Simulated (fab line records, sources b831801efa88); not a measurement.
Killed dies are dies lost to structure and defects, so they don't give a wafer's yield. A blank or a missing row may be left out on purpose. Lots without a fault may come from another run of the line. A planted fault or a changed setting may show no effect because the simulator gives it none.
Which tool did it? | flow gf180mcu | 7 lots, 21 wafers sampled, at 2 steps of a route of 602

WHAT THE GAUGES READ, wafer by wafer
GF_V5_CD_MEAS_14: target cd 260 nm.
lot  | measured     | on        | cd_nm (nm)
L891 | day 27 12:15 | cd_sem-02 | 260.0 260.5 259.8
L894 | day 28 14:31 | cd_sem-01 | 259.0 258.2 258.1
L895 | day 29 01:20 | cd_sem-01 | 260.5 261.3 262.6
L899 | day 30 03:37 | cd_sem-02 | 257.3 257.7 256.3
L901 | day 30 19:42 | cd_sem-02 | 259.2 260.0 259.4
L909 | day 32 18:53 | cd_sem-01 | 260.0 260.3 261.2
L912 | day 33 08:43 | cd_sem-02 | 260.0 259.5 259.5

WHICH TOOL RAN EACH LOT (tool, then ch and the chambers of the sampled wafers, then the start)
lot  | GF_M1_SPUTTER_02
L891 | pvd_sputter-04, day 16 14:55
L894 | pvd_sputter-04, day 17 20:11
L895 | pvd_sputter-02, day 18 09:01
L899 | pvd_sputter-04, day 19 17:46
L901 | pvd_sputter-02, day 20 13:55
L909 | pvd_sputter-02, day 23 06:24
L912 | pvd_sputter-02, day 24 00:49
- GF_M1_SPUTTER_02: material AlCu, target thk 450 nm, time 23.9 s.

THE ANSWER, worked out from the rows above alone
Rule: what is usual is taken from the lots themselves. Put in order of their means at a reading, lots are off if they are a third of the lots or fewer, leave a main group of 4 or more, and stand apart from it by a gap of 3 or more times the standard deviation of the main group's means; of several such gaps the widest counts. A main group whose means are all the same, to the digits that the tables above print for the reading, isn't used. A lot without any number at a reading at which 4 lots or more have one is off too. The other lots that the step has rows for count as sound.
No lot is off at any reading shown: from this, nothing can be told.

WHAT THE SIMULATOR HAD PUT IN
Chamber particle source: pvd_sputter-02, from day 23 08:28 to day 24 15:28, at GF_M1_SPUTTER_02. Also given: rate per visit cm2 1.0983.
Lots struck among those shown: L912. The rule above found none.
